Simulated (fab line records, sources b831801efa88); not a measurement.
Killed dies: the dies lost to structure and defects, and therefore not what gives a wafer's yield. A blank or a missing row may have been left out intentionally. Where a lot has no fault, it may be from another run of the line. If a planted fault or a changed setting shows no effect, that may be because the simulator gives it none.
fab line records + flow sky130
record:
- lots: 6
- wafers: 18
- last-day: 50
route steps=708 shown METAL2@489 PAD_OPEN@708
lots with no fault: from the same line, run without faults
start-h: the number of hours between the record's first day and the start of the first shown wafer of the lot + wait-h: hours from the lot's prior step to this one + " same as the row above + L1.1+2: one row covering several wafers at once + - no value, or no start given + * or withheld: withheld + < > ~ a bound
route shown NAME@n: NAME is a module with steps in the file, n the number in the route of the first one + usual: mean/standard deviation of fault-free wafers + same: alike in all rows + chamber/n: place in a boat + sites: readings site by site + _std_site: the values' standard deviation + _edge_site: mean of outer sites minus mean of inner sites + radius-mm: how far each site lies from the wafer's centre + mask NAME#n: copy n + behind: the tool/chamber that last shaped the wafer + hold: why the lot was held/for how many hours/how that ended + device: which transistor (n, p or np) failed to switch + end of line: the route-end tests of the same wafers + a step with no rows: only its recipe + killed: count of dies lost to structure and defects at first sort (not the wafer's yield) + map: a wafer's dies, marking killed ones x, the rest . and places with no die _
set.NAME: the setting that was run; set.NAME@STEP: the one run at that earlier step + model.NAME: the simulator's own value behind a step, which no gauge read
lots at selected steps of the route; one table per step, one row per wafer
services: when a tool's chamber went out of use (start-h, in hours from the record's first day, below 0 if earlier), for how many hours, and the reason
== steps ==
step: SKY_METAL2_THK_MEAS_06
recipe:
- thk-meas-gauge: xrf
- reads: AlCu_of_METAL2_SPUTTER_02
usual:
- METAL2_ALCU_THK: 255.1/2.9
| lot.wafer | tool          | chamber | start-h | wait-h | METAL2_ALCU_THK[nm] |
|-----------|---------------|---------|---------|--------|---------------------|
| L692.1    | film-metro-04 | -       | 782.53  | 0.1    | 253.3               |
| L692.3    | "             | -       | "       | "      | 255.2               |
| L692.4    | "             | -       | "       | "      | 261.2               |
| L693.1    | film-metro-03 | -       | 788.83  | 0.1    | 255.5               |
| L693.3    | "             | -       | "       | "      | 256.6               |
| L693.5    | "             | -       | "       | "      | 256.6               |
| L703.3    | film-metro-04 | -       | 881.12  | 0.1    | 250.0               |
| L703.5    | "             | -       | "       | "      | 253.0               |
| L703.6    | "             | -       | "       | "      | 252.9               |
| L705.2    | film-metro-03 | -       | 885.60  | 0.1    | 253.6               |
| L705.3    | "             | -       | "       | "      | 253.1               |
| L705.6    | "             | -       | "       | "      | 251.8               |
| L713.2    | film-metro-03 | -       | 956.66  | 0.1    | 255.9               |
| L713.3    | "             | -       | "       | "      | 259.0               |
| L713.6    | "             | -       | "       | "      | 251.4               |
| L714.1    | film-metro-03 | -       | 961.75  | 0.1    | 250.2               |
| L714.3    | "             | -       | "       | "      | 256.9               |
| L714.4    | "             | -       | "       | "      | 255.2               |
step: SKY_METAL2_DEHYDRATE_07
recipe:
- temp-c: 200
- time-s: 60
step: SKY_METAL2_HMDS_08
recipe:
- prime-time-s: 60
- prime-temp-c: 120
step: SKY_METAL2_COAT_09
recipe:
- resist: BARC
- temp-c: withheld
- time-s: withheld
- spin-rpm: 3000
- resist-thk-nm: 60
step: SKY_METAL2_COAT_10
recipe:
- resist: KrF-thick
- spin-rpm: 3000
- resist-thk-nm: 450
step: SKY_METAL2_SOFTBAKE_11
recipe:
- temp-c: 100
- time-s: 90
- resist: KrF-thick
step: SKY_METAL2_EXPOSE_12
recipe:
- mask-id: MM2
- na: 0.8
- source-shape: annular
- sigma-inner: 0.55
- sigma-outer: 0.85
- target-cd-nm: 140
- dose-mj: 28
step: SKY_METAL2_PEB_13
recipe:
- peb-temp-c: withheld
- peb-time-s: withheld
- resist: KrF-thick
step: SKY_METAL2_DEVELOP_14
recipe:
- develop-time-s: 60
- resist: KrF-thick
- dev-temp-c: 21
step: SKY_METAL2_CD_MEAS_15
recipe:
- target-cd-nm: 140
usual:
- cd-nm: 139.6/1.9
| lot.wafer | tool      | chamber | start-h | wait-h | cd-nm |
|-----------|-----------|---------|---------|--------|-------|
| L692.1    | cd-sem-01 | -       | 808.80  | -      | 143.2 |
| L692.3    | "         | -       | "       | "      | 143.9 |
| L692.4    | "         | -       | "       | "      | 142.0 |
| L693.1    | cd-sem-02 | -       | 815.19  | -      | 141.4 |
| L693.3    | "         | -       | "       | "      | 142.2 |
| L693.5    | "         | -       | "       | "      | 141.0 |
| L703.3    | cd-sem-02 | -       | 906.28  | -      | 138.3 |
| L703.5    | "         | -       | "       | "      | 140.3 |
| L703.6    | "         | -       | "       | "      | 138.6 |
| L705.2    | cd-sem-01 | -       | 911.22  | -      | 137.7 |
| L705.3    | "         | -       | "       | "      | 136.2 |
| L705.6    | "         | -       | "       | "      | 137.2 |
| L713.2    | cd-sem-01 | -       | 979.86  | -      | 136.1 |
| L713.3    | "         | -       | "       | "      | 137.3 |
| L713.6    | "         | -       | "       | "      | 137.6 |
| L714.1    | cd-sem-02 | -       | 985.32  | -      | 144.4 |
| L714.3    | "         | -       | "       | "      | 142.0 |
| L714.4    | "         | -       | "       | "      | 141.0 |
step: SKY_METAL2_OVL_MEAS_16
usual:
- METAL2_OVL: -1/5.4
| lot.wafer | tool       | chamber | start-h | wait-h | METAL2_OVL[nm] |
|-----------|------------|---------|---------|--------|----------------|
| L692.1    | overlay-02 | -       | 808.92  | 0.1    | 8              |
| L692.3    | "          | -       | "       | "      | -1             |
| L692.4    | "          | -       | "       | "      | 6              |
| L693.1    | overlay-02 | -       | 818.31  | 3.1    | 1              |
| L693.3    | "          | -       | "       | "      | 0              |
| L693.5    | "          | -       | "       | "      | -1             |
| L703.3    | overlay-01 | -       | 906.37  | 0.1    | -4             |
| L703.5    | "          | -       | "       | "      | -1             |
| L703.6    | "          | -       | "       | "      | -4             |
| L705.2    | overlay-02 | -       | 911.32  | 0.1    | -5             |
| L705.3    | "          | -       | "       | "      | 0              |
| L705.6    | "          | -       | "       | "      | -3             |
| L713.2    | overlay-02 | -       | 979.97  | 0.1    | 8              |
| L713.3    | "          | -       | "       | "      | 3              |
| L713.6    | "          | -       | "       | "      | 5              |
| L714.1    | overlay-01 | -       | 985.44  | 0.1    | -6             |
| L714.3    | "          | -       | "       | "      | -9             |
| L714.4    | "          | -       | "       | "      | 0              |
step: SKY_METAL2_DESCUM_17
recipe:
- chemistry: O2
- source-power-w: 150
- bias-power-w: 0
- pressure-mtorr: 10
- temp-c: 40
- time-s: 8
usual:
- drypump-motor-current-A: 6.0/0.49
- oes-product-au: 0.997/0.01
| lot.wafer | tool         | chamber | start-h | wait-h | drypump-motor-current-A | oes-product-au | rf-hours-counter-h |
|-----------|--------------|---------|---------|--------|-------------------------|----------------|--------------------|
| L692.1    | rie-metal-01 | 1       | 808.95  | 0.0    | 6.5                     | 0.987          | 5                  |
| L692.3    | "            | 0       | "       | "      | 6.3                     | 1.000          | -                  |
| L692.4    | "            | 1       | "       | "      | 6.5                     | 0.987          | -                  |
| L693.1    | rie-metal-01 | 1       | 818.35  | 0.0    | 6.5                     | 0.988          | 5                  |
| L693.3    | "            | 0       | "       | "      | 6.4                     | 1.003          | -                  |
| L693.5    | "            | 0       | "       | "      | 6.3                     | 1.005          | -                  |
| L703.3    | rie-metal-01 | 1       | 906.41  | 0.0    | 6.5                     | 0.990          | -                  |
| L703.5    | "            | 1       | "       | "      | 6.5                     | 0.987          | -                  |
| L703.6    | "            | 0       | "       | "      | 6.3                     | 0.995          | -                  |
| L705.2    | rie-metal-01 | 1       | 911.35  | 0.0    | 6.5                     | 0.996          | 10                 |
| L705.3    | "            | 0       | "       | "      | 6.3                     | 0.996          | -                  |
| L705.6    | "            | 0       | "       | "      | 6.3                     | 1.000          | -                  |
| L713.2    | rie-metal-02 | 0       | 980.00  | 0.0    | 5.6                     | 0.987          | 18                 |
| L713.3    | "            | 1       | "       | "      | 5.2                     | 1.008          | -                  |
| L713.6    | "            | 0       | "       | "      | 5.6                     | 0.983          | -                  |
| L714.1    | rie-metal-02 | 0       | 985.48  | 0.0    | 5.6                     | 0.995          | 19                 |
| L714.3    | "            | 1       | "       | "      | 5.2                     | 0.989          | -                  |
| L714.4    | "            | 0       | "       | "      | 5.6                     | 0.991          | -                  |
step: SKY_METAL2_ETCH_18
recipe:
- chemistry: N2/H2
- target: BARC
- ion-energy-ev: 200
- bias-w: 100
- pressure-mtorr: 30
- n2-flow-sccm: 100
- h2-flow-sccm: 200
- icp-w: 500
- stop-on: SiO2
- time-s: 45.9
- target-depth-a: 600
usual:
- drypump-motor-current-A: 6.0/0.49
- oes-product-au: 0.855/0.0045
- rf-fwd-power-W: 496.3/1.6
- throttle-valve-pct: 13.225/0.0088
| lot.wafer | tool         | chamber | start-h | wait-h | drypump-motor-current-A | oes-product-au | rf-fwd-power-W | rf-hours-counter-h | throttle-valve-pct | model.KrF-thick_of_METAL2_COAT_10.thk-nm |
|-----------|--------------|---------|---------|--------|-------------------------|----------------|----------------|--------------------|--------------------|------------------------------------------|
| L692.1    | rie-metal-01 | 1       | 808.99  | 0.0    | 6.5                     | 0.862          | 496.5          | 5                  | 13.224             | 393.6                                    |
| L692.3    | "            | 0       | "       | "      | 6.3                     | 0.859          | 498.7          | -                  | 13.233             | 391.6                                    |
| L692.4    | "            | 1       | "       | "      | 6.5                     | 0.855          | 497.6          | -                  | 13.223             | 392.7                                    |
| L693.1    | rie-metal-01 | 1       | 818.38  | 0.0    | 6.5                     | 0.856          | 497.3          | 5                  | 13.223             | 395.1                                    |
| L693.3    | "            | 0       | "       | "      | 6.4                     | 0.856          | 495.0          | -                  | 13.237             | 394.4                                    |
| L693.5    | "            | 0       | "       | "      | 6.4                     | 0.863          | 496.1          | -                  | 13.226             | 392.9                                    |
| L703.3    | rie-metal-01 | 1       | 906.45  | 0.0    | 6.5                     | 0.848          | 416.0          | -                  | 13.213             | 399.3                                    |
| L703.5    | "            | 1       | "       | "      | 6.5                     | 0.848          | 416.5          | -                  | 13.213             | 400.3                                    |
| L703.6    | "            | 0       | "       | "      | 6.3                     | 0.854          | 416.3          | -                  | 13.220             | 400                                      |
| L705.2    | rie-metal-01 | 1       | 911.39  | 0.0    | 6.5                     | 0.857          | 416.3          | 10                 | 13.232             | 399.9                                    |
| L705.3    | "            | 0       | "       | "      | 6.4                     | 0.864          | 416.5          | -                  | 13.233             | 398                                      |
| L705.6    | "            | 0       | "       | "      | 6.3                     | 0.860          | 414.9          | -                  | 13.212             | 399.2                                    |
| L713.2    | rie-metal-02 | 0       | 980.03  | 0.0    | 5.6                     | 0.850          | 498.7          | 18                 | 13.216             | 391.6                                    |
| L713.3    | "            | 1       | "       | "      | 5.2                     | 0.857          | 497.5          | -                  | 13.214             | 391.1                                    |
| L713.6    | "            | 0       | "       | "      | 5.6                     | 0.851          | 496.3          | -                  | 13.230             | 392                                      |
| L714.1    | rie-metal-02 | 0       | 985.51  | 0.0    | 5.6                     | 0.856          | 495.0          | 19                 | 13.237             | 391.1                                    |
| L714.3    | "            | 1       | "       | "      | 5.2                     | 0.854          | 497.2          | -                  | 13.216             | 390.7                                    |
| L714.4    | "            | 0       | "       | "      | 5.6                     | 0.863          | 498.0          | -                  | 13.234             | 391.2                                    |
step: SKY_METAL2_METAL_ETCH_19
recipe:
- target-depth-a: 3600
- stop-on: SiO2
- over-etch-frac: 0.3
- time-s: 78
- chemistry: Cl2/BCl3
- resist-sidewall-deg: 88
- pressure-mtorr: 10
- icp-w: 900
- bias-w: 48.5
- Cl2_flow_sccm: 60
- bcl3-flow-sccm: 30
usual:
- drypump-motor-current-A: 6.0/0.49
- oes-product-au: 0.854/0.0057
- rf-fwd-power-W: 895.3/2.8
- throttle-valve-pct: 22.265/0.01
| lot.wafer | tool         | chamber | start-h | wait-h | drypump-motor-current-A | oes-product-au | rf-fwd-power-W | rf-hours-counter-h | throttle-valve-pct |
|-----------|--------------|---------|---------|--------|-------------------------|----------------|----------------|--------------------|--------------------|
| L692.1    | rie-metal-01 | 1       | 809.05  | 0.0    | 6.5                     | 0.852          | 893.2          | 5                  | 22.269             |
| L692.3    | "            | 0       | "       | "      | 6.3                     | 0.859          | 897.6          | -                  | 22.259             |
| L692.4    | "            | 1       | "       | "      | 6.5                     | 0.863          | 892.9          | -                  | 22.250             |
| L693.1    | rie-metal-01 | 1       | 818.44  | 0.0    | 6.5                     | 0.861          | 896.3          | 5                  | 22.283             |
| L693.3    | "            | 0       | "       | "      | 6.3                     | 0.859          | 898.7          | -                  | 22.271             |
| L693.5    | "            | 0       | "       | "      | 6.3                     | 0.852          | 894.4          | -                  | 22.251             |
| L703.3    | rie-metal-01 | 1       | 906.52  | 0.1    | 6.5                     | 0.853          | 892.7          | -                  | 22.263             |
| L703.5    | "            | 1       | "       | "      | 6.5                     | 0.856          | 898.6          | -                  | 22.270             |
| L703.6    | "            | 0       | "       | "      | 6.3                     | 0.856          | 897.9          | -                  | 22.273             |
| L705.2    | rie-metal-01 | 1       | 911.45  | 0.0    | 6.5                     | 0.846          | 893.4          | 10                 | 22.281             |
| L705.3    | "            | 0       | "       | "      | 6.4                     | 0.852          | 893.2          | -                  | 22.272             |
| L705.6    | "            | 0       | "       | "      | 6.3                     | 0.849          | 891.0          | -                  | 22.281             |
| L713.2    | rie-metal-02 | 0       | 980.09  | 0.0    | 5.6                     | 0.844          | 901.5          | 18                 | 22.267             |
| L713.3    | "            | 1       | "       | "      | 5.2                     | 0.855          | 892.5          | -                  | 22.270             |
| L713.6    | "            | 0       | "       | "      | 5.6                     | 0.859          | 901.1          | -                  | 22.247             |
| L714.1    | rie-metal-02 | 0       | 985.57  | 0.0    | 5.6                     | 0.852          | 894.8          | 19                 | 22.271             |
| L714.3    | "            | 1       | "       | "      | 5.2                     | 0.856          | 893.7          | -                  | 22.257             |
| L714.4    | "            | 0       | "       | "      | 5.6                     | 0.853          | 894.6          | -                  | 22.259             |
step: SKY_PAD_OPEN_PROBE_99
usual:
- defect-limited-yield: 82.3/1.9
- killed_at_M0_to_M3: 44/6.9
- killed_at_M4_up: 3.0/1.5
- killed-at-contacts: 24/5.2
- killed-at-front-end: 15/4.1
- killed-at-other: 0.4/0.62
- killed-dies: 87/9.6
- killed-open: 47/7
- killed-short: 40/6.2
- sort_bin_3_pad_short: 0.9/0.43
- sort_bin_5_function: 10.5/1.4
- sort_bin_6_memory: 6.4/1.2
- sort-n-pass: 405/9.6
- sort-yield-pct: 82.3/1.9
same:
- gross-dies: 492
- killed-at-back-side: 0
- sort_bin_4_leakage[%]: 0
- sort_bin_8_speed[%]: 0
| lot.wafer | tool      | chamber | start-h | wait-h | defect-limited-yield[%] | killed_at_M0_to_M3 | killed_at_M4_up | killed-at-contacts | killed-at-front-end | killed-at-other | killed-dies | killed-open | killed-short | sort_bin_3_pad_short[%] | sort_bin_5_function[%] | sort_bin_6_memory[%] | sort-n-pass | sort-yield-pct[%] |
|-----------|-----------|---------|---------|--------|-------------------------|--------------------|-----------------|--------------------|---------------------|-----------------|-------------|-------------|--------------|-------------------------|------------------------|----------------------|-------------|-------------------|
| L713.2    | prober-02 | -       | 1193.06 | 0.1    | 82.3                    | 47                 | 2               | 26                 | 11                  | 1               | 87          | 50          | 37           | 0.4                     | 10.0                   | 7.3                  | 405         | 82.3              |
| L713.3    | prober-02 | -       | 1193.11 | 0.2    | 82.9                    | 43                 | 2               | 22                 | 17                  | 0               | 84          | 53          | 31           | 0.4                     | 10.2                   | 6.5                  | 408         | 82.9              |
| L713.6    | prober-02 | -       | 1193.26 | 0.2    | 81.7                    | 49                 | 3               | 25                 | 13                  | 0               | 90          | 48          | 42           | 0.2                     | 10.6                   | 7.5                  | 402         | 81.7              |
killed by level:class
L713.2 VIA3:geometric-particle:open=12 VIA1:geometric-particle:open=10 CONTACT:geometric-particle:open=9 LI_CONTACT:geometric-particle:open=7 METAL2:geometric-particle:short=7 LOCAL_INTERCONNECT:geometric-particle:short=5 VIA2:geometric-particle:open=4 METAL3:geometric-particle:short=4
L713.3 VIA1:geometric-particle:open=14 CONTACT:geometric-particle:open=7 LI_CONTACT:geometric-particle:open=6 METAL1:geometric-particle:short=5 VIA2:geometric-particle:open=5 POLY_GATE:geometric-particle:short=4 VIA1:geometric-particle:short=4 METAL2:geometric-particle:open=4
L713.6 VIA1:geometric-particle:open=15 CONTACT:geometric-particle:short=9 LI_CONTACT:geometric-particle:open=7 METAL2:geometric-particle:short=7 CONTACT:geometric-particle:open=6 VIA1:geometric-particle:short=6 VIA2:geometric-particle:open=6 METAL3:geometric-particle:short=5
== services ==
| tool         | chamber | start-h | hours | kind           |
|--------------|---------|---------|-------|----------------|
| rie-metal-01 | 0       | 829.44  | -     | clean          |
| rie-metal-01 | 0       | 829.44  | 12.8  | scheduled-down |
| rie-metal-01 | 0       | 829.44  | 12.8  | vent-cycle     |
| rie-metal-02 | -       | 920.07  | 4.3   | pm             |
| rie-metal-01 | -       | 959.68  | 2.8   | pm             |
== key ==
first-sign:
- step: SKY_METAL2_ETCH_18
- reading: rf-fwd-power-W
- direction: down
- sigmas: 51
- usual: 496.3
- struck: 416.1
effect none on later readings
model-effect:
- step: SKY_METAL2_ETCH_18
- value: KrF-thick_of_METAL2_COAT_10.thk-nm
- without: 393.3
- struck: 399.5
met-at SKY_METAL2_ETCH_18
struck-wafers L703.3,L703.5,L703.6,L705.2,L705.3,L705.6
onset-between 818.38 906.45
fault:
- kind: process-parameter-drift
- tool: rie-metal-01
- chamber: -
- onset-h: 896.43
- steps: SKY_METAL2_ETCH_18
- channel: icp-w
- offset: -80
- shape: step
- end-h: 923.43
- acts-in: these-recipes-only
- stated: 500
